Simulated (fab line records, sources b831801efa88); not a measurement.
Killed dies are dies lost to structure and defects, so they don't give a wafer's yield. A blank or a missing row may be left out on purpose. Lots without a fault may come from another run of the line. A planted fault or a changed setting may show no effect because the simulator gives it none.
Which tool did it? | flow sky130 | 14 lots, 42 wafers sampled, at 2 steps of a route of 708

WHAT THE GAUGES READ, wafer by wafer
The record holds no reading of a measuring or inspecting step that can be judged against a usual standard deviation.

WHICH TOOL RAN EACH LOT (tool, then ch and the chambers of the sampled wafers, then the start)
lot  | SKY_METAL4_COAT_08                | SKY_METAL4_STRIP_19
L539 | litho_track-04 ch 0, day 40 23:00 | plasma_asher-03 ch 0, day 41 12:14
L540 | litho_track-02 ch 0, day 41 10:00 | plasma_asher-03 ch 0,1, day 41 23:23
L541 | litho_track-01 ch 0, day 41 16:00 | plasma_asher-03 ch 0,1, day 42 04:05
L542 | litho_track-01 ch 0, day 41 16:00 | plasma_asher-02 ch 0,1, day 42 04:44
L543 | litho_track-04 ch 0, day 42 06:00 | plasma_asher-01 ch 0,1, day 42 19:15
L545 | litho_track-04 ch 0, day 43 06:00 | plasma_asher-02 ch 0,1, day 43 19:06
L546 | litho_track-04 ch 0, day 43 11:00 | plasma_asher-03 ch 0,1, day 43 23:45
L544 | litho_track-01 ch 0, day 43 13:00 | plasma_asher-02 ch 0,1, day 44 01:11
L553 | litho_track-04 ch 0, day 45 14:00 | plasma_asher-01 ch 0,1, day 46 01:27
L555 | litho_track-04 ch 0, day 45 18:00 | plasma_asher-03 ch 0,1, day 46 05:29
L557 | litho_track-02 ch 0, day 45 22:00 | plasma_asher-02 ch 0, day 46 08:22
L558 | litho_track-01 ch 0, day 46 09:00 | plasma_asher-03 ch 0,1, day 46 20:49
L560 | litho_track-02 ch 0, day 46 14:00 | plasma_asher-01 ch 0,1, day 47 00:51
L562 | litho_track-01 ch 0, day 47 07:00 | plasma_asher-03 ch 0, day 47 18:43
- SKY_METAL4_COAT_08: resist thk 1140 nm.
- SKY_METAL4_STRIP_19: strips in O2/N2.

WHAT THE TOOLS THEMSELVES READ (means of the sampled wafers that have a number; where no wafer has one, the mark that the record gives instead)
SKY_METAL4_COAT_08. Usual: resist_line_temp_C 22.97 C, standard deviation 0.11; spin_speed_rpm 3000.1 rpm, standard deviation 1.8.
lot  | tool           | resist_line_temp_C (C) | spin_speed_rpm (rpm) | flag
L539 | litho_track-04 | 23.14                  | 2997.9               |
L540 | litho_track-02 | 23.09                  | 3002.2               |
L541 | litho_track-01 | 23.02                  | 2999.2               |
L542 | litho_track-01 | 22.92                  | 3001.6               |
L543 | litho_track-04 | 23.01                  | 2998.7               |
L545 | litho_track-04 | 22.99                  | 2999.5               |
L546 | litho_track-04 | 22.96                  | 3002.0               |
L544 | litho_track-01 | 22.96                  | 2998.0               |
L553 | litho_track-04 | 23.14                  | 3001.3               |
L555 | litho_track-04 | 22.88                  | 3001.9               |
L557 | litho_track-02 | 22.86                  | 2999.4               |
L558 | litho_track-01 | 22.98                  | 2998.9               |
L560 | litho_track-02 | 23.02                  | 3001.7               |
L562 | litho_track-01 | 23.03                  | 2999.6               |

SKY_METAL4_STRIP_19. Usual: drypump_motor_current_A 5.9 A, standard deviation 0.42; oes_product_au 0.502 a.u., standard deviation 0.005; strip_time_to_endpoint_s 6.54 s, standard deviation 0.069.
lot  | tool            | drypump_motor_current_A (A) | oes_product_au (a.u.) | strip_time_to_endpoint_s (s) | flag
L539 | plasma_asher-03 | 6.0                         | 0.505                 | 6.54                         |
L540 | plasma_asher-03 | 6.0                         | 0.503                 | 6.56                         |
L541 | plasma_asher-03 | 6.0                         | 0.502                 | 6.56                         |
L542 | plasma_asher-02 | 5.4                         | 0.501                 | 6.54                         |
L543 | plasma_asher-01 | 6.3                         | 0.504                 | 6.57                         |
L545 | plasma_asher-02 | 5.3                         | 0.504                 | 6.50                         |
L546 | plasma_asher-03 | 6.0                         | 0.503                 | 6.55                         |
L544 | plasma_asher-02 | 5.4                         | 0.502                 | 6.54                         |
L553 | plasma_asher-01 | 6.0                         | 0.470                 | 5.75                         | OFF
L555 | plasma_asher-03 | 6.0                         | 0.478                 | 5.76                         | OFF
L557 | plasma_asher-02 | 5.2                         | 0.505                 | 6.48                         |
L558 | plasma_asher-03 | 6.0                         | 0.504                 | 6.56                         |
L560 | plasma_asher-01 | 6.3                         | 0.500                 | 6.52                         |
L562 | plasma_asher-03 | 6.0                         | 0.503                 | 6.61                         |

THE ANSWER, worked out from the rows above alone
Rule: a lot is off if the mean of its wafers that have a number lies more than 3 standard deviations from the usual mean. A lot without any number at a reading at which 4 lots or more have one is off too. The other lots that the step has rows for count as sound. The gauges are gone through in route order, then the tools' own readings, and for those a lot's mean is taken as printed above. The first step at which some lot is off is used, and at that step the reading that is off furthest; a lot without a number counts as furthest.
Off: L553, L555, at SKY_METAL4_STRIP_19 (strip_time_to_endpoint_s).
A tool fits if, at that step or a process step before it, it ran every lot that is off, and no sound lot after the first of them. One fits: litho_track-04 at SKY_METAL4_COAT_08. Its last sound lot is L546 (day 43 11:00), its first lot that is off L553 (day 45 14:00): a fault that began between those two fits.

WHAT THE SIMULATOR HAD PUT IN
Process parameter drift: litho_track-04, from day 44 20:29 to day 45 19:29, at SKY_METAL4_COAT_08. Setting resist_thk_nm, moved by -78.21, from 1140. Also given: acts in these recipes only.
Lots struck among those shown: L553, L555. The rule above found the same.
